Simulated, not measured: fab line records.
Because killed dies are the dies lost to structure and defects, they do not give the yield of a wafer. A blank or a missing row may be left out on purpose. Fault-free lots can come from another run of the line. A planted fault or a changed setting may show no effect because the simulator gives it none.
A struck lot beside a sound one || flow gf180mcu || 14 out of 602 route steps
Sound: wafers L770.1, L770.3, L770.5. Struck: wafer L764.4; the same lot's L764.3 was not struck, so it is left out; see the end for the cause.
At each step with rows: each side's tool, then ch and its chambers, then its first start. Under that, the readings that differ: sound wafers || struck wafers || difference of the means || sigmas: that difference in standard deviations of wafers without a fault.
alike: same words and numbers on both sides, and readings whose means sit less than 2 such deviations apart. not compared: any withheld reading, any reading some wafer has no value for, any bound like >300 that may hide the same value, and any number with overlapping values for which the record gives no deviation.
The two part at a step that has a row with sigmas, a row that says differs or no value, or rows on one side only. Numbers that don't overlap but have no deviation are shown without sigmas and don't part them. Lack of a reading on every wafer of one side parts them only where that side has two or more wafers.

first, 4 steps without rows for these wafers: GF_V2_SOFTBAKE_10 (time 60 s); GF_V2_EXPOSE_11 (exposes mask Via2, target cd 260 nm); GF_V2_PEB_12 (peb time 90 s); GF_V2_DEVELOP_13 (develop time 60 s).
GF_V2_CD_MEAS_14: the cd target is 260 nm.
  sound on cd sem-01 at day 27 04:16; struck on cd sem-02 at day 24 10:33
  alike: cd nm
GF_V2_OVL_MEAS_15:
  sound on overlay-01 at day 27 04:23; struck on overlay-01 at day 24 10:38
  alike: V2_OVL
GF_V2_ETCH_16: etches BARC in N2/H2.
  sound on rie diel-01 ch 1,3, day 27 04:25; struck on rie diel-02 ch 0, day 24 10:40
  alike: drypump motor current A, oes product au, throttle valve pct
GF_V2_ETCH_17: etches SiO2 in C4F8/O2/Ar, stops on TiN, target depth 630 nm.
  sound on rie diel-01 ch 1,3; struck on rie diel-02 ch 0
  alike: oes product au
GF_V2_STRIP_18: strips in O2/N2.
  sound on plasma asher-02 ch 0,1, day 27 04:32; struck on plasma asher-02 ch 1, day 24 10:50
  alike: drypump motor current A, heater power w, oes product au, platen temp c
  not compared: rf hours counter h
then, 2 steps without rows for these wafers: GF_V2_STRIP_19 (strips in post etch residue remover, time 1200 s); GF_V2_CLEAN_20 (cleans in DIW).
GF_V2_SPUTTER_21: material Ti, target thk 15 nm, time 80.02 s.
  sound on pvd sputter-04 at day 27 05:04; struck on pvd sputter-01 at day 24 11:22
  alike: throttle valve pct
GF_V2_SPUTTER_22: material TiN, target thk 10 nm, time 40 s.
  sound on pvd sputter-04 at day 27 05:08; struck on pvd sputter-01 at day 24 11:25
{"reading": "model.TiN_of_V2_SPUTTER_22.thk nm (nm)", "sound": "9.891 9.911 9.915", "struck": 7.576, "difference": -2.330, "sigmas": ""}
  alike: throttle valve pct
GF_V2_CVD_23: deposits W, target thk 350 nm, time 104.94 s.
  sound on cvd w-02 ch 0,1, day 27 05:10; struck on cvd w-01 ch 1, day 24 11:30
  alike: heater power w, susceptor temp C

## WHERE THEY PART
Nowhere in this record.

WHY: what the simulator had put in
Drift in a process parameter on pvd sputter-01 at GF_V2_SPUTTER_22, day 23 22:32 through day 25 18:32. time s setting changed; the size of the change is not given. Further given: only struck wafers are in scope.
